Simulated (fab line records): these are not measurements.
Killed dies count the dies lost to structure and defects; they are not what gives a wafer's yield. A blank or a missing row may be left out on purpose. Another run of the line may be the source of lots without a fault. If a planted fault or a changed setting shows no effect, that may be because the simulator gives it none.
What tool caused it?    flow gf180mcu    6 lots with 18 wafers sampled at 2 steps, on a route of 602 steps

## WHAT EACH GAUGE READ, for each wafer
GF_PSD_RS_MEAS_15: measurement is done with a four-point probe.
lot   measured      on             PSD_RS (ohm/sq)
L229  day 14 23:14  film metro-03  108.44 107.94 108.37
L232  day 16 00:50  film metro-01  108.41 108.75 108.76
L236  day 17 04:58  film metro-03  108.51 108.53 108.50
L237  day 17 19:32  film metro-01  108.36 108.19 108.53
L240  day 19 05:49  film metro-02  108.30 108.52 108.50
L249  day 21 22:08  film metro-02  108.52 108.31 108.86

## TOOL THAT RAN EACH LOT (tool first, then ch and the chambers of the sampled wafers, then the start)
lot   GF_PSD_RTA_13
L229  rtp anneal-02 ch 0, day 14 23:01
L232  rtp anneal-01 ch 0, day 16 00:33
L236  rtp anneal-02 ch 0, day 17 04:45
L237  rtp anneal-02 ch 0, day 17 19:20
L240  rtp anneal-01 ch 0, day 19 05:37
L249  rtp anneal-02 ch 0, day 21 21:56
- GF_PSD_RTA_13: time 20 s.

## THE ANSWER, worked out from the rows above alone
Rule: what is usual is taken from the lots themselves. Put in order of their means at a reading, lots are off if they are a third of the lots or fewer, leave a main group of 4 or more, and stand apart from it by a gap of 3 or more times the standard deviation of the main group's means; of several such gaps the widest counts. A main group is skipped when, at the precision printed for the reading in the tables above, its means are all equal. A lot without any number at a reading at which 4 lots or more have one is off too. The other lots that the step has rows for count as sound.
Across all readings shown, no lot is off: no conclusion can be drawn from this.

## WHAT THE SIMULATOR HAD PUT IN
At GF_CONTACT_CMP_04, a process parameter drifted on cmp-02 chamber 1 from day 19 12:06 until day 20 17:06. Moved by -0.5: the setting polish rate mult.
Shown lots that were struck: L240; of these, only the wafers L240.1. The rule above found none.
